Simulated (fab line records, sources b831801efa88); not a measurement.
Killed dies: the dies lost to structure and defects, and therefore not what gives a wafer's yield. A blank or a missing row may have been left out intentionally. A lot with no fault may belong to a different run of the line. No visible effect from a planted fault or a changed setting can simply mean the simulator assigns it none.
2 desks looking at one fault    flow gf180mcu    every desk sees just its own numbers, and what lay behind them comes last

## TOOL OWNER'S DESK, implanter-03
For each lot that ran on this tool, the mean over its sampled wafers that have a number, from the tool's own readings at GF_MVSD_IMPLANT_08. The brackets show how far a lot's mean lies from the usual mean; more than 4 standard deviations puts the lot out of limits, marked OUT.
Columns: A = beamEnergyKeV at GF_MVSD_IMPLANT_08, usual 400.03; B = faradayCurrentUA at GF_MVSD_IMPLANT_08, usual 90.2
lot   first seen here  A                 B
L582  day 4 16:10      399.74            89.3
L585  day 5 10:49      400.19            89.1
L587  day 5 16:53      400.07            91.2
L588  day 5 21:36      400.24            90.7
L589  day 6 05:35      390.68 (-72) OUT  91.5
L590  day 6 07:19      390.51 (-73) OUT  90.6
L591  day 6 15:15      390.53 (-73) OUT  89.8
Finding of this desk: L589, L590, L591 out of limits; the first was L589 at day 6 05:35, on beamEnergyKeV at GF_MVSD_IMPLANT_08. L582, L585, L587, L588 stayed within limits.

## AT THE METROLOGY DESK
What the gauges read, lot by lot, whatever tool the lot ran on: means of the sampled wafers that have a number. The brackets show how far a lot's mean lies from the usual mean; more than 4 standard deviations puts the lot out of limits, marked OUT.
Columns: A = DNWELL_TW at GF_DNWELL_TW_MEAS_09, usual 1353; B = NWELL_OVL at GF_NWELL_OVL_MEAS_07, usual 0.3 nm; C = MVPSD_TW at GF_MVPSD_TW_MEAS_11, usual 555.8
lot   first seen here  A     B     C
L582  day 3 00:08      1352  -1.8  558.3
L584  day 3 08:19      1352  0.2   553.4
L586  day 3 16:42      1340  0.3   553.8
L585  day 3 17:43      1346  -0.2  555.7
L587  day 3 23:05      1351  -2.4  554.8
L588  day 4 02:50      1339  -0.4  559.3
L589  day 4 09:58      1355  2.6   554.1
L590  day 4 12:17      1340  1.8   559.7
L591  day 4 19:55      1343  0.2   557.8
L592  day 5 01:40      1364  0.6   558.5
L594  day 5 11:08      1360  -0.2  555.7
L599  day 6 13:18      1364  -0.5  550.9
L601  day 7 02:04      1359  1.7   558.1
L602  day 7 04:23      1340  1.0   556.7
L605  day 7 21:35      1349  1.3   554.0
This desk's verdict: no lot among the 15 shows anything out of limits.

## BROUGHT TOGETHER
On L589, L590, L591, at day 6 05:35, an alarm was possible from the tool owner's desk.
The metrology desk saw nothing out of limits.
The metrology desk holds a record of L589, L590, L591, inside its limits.
All the named lots went through GF_MVSD_IMPLANT_08 on implanter-03.

## WHAT HAD BEEN PUT IN BY THE SIMULATOR
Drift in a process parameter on implanter-03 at GF_MVSD_IMPLANT_08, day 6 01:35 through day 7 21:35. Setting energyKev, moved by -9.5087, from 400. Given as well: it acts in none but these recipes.
Struck lots among those shown: L589, L590, L591.
Time in hours from fault onset to the first out-of-limits reading at each desk: the tool owner's desk, 4.
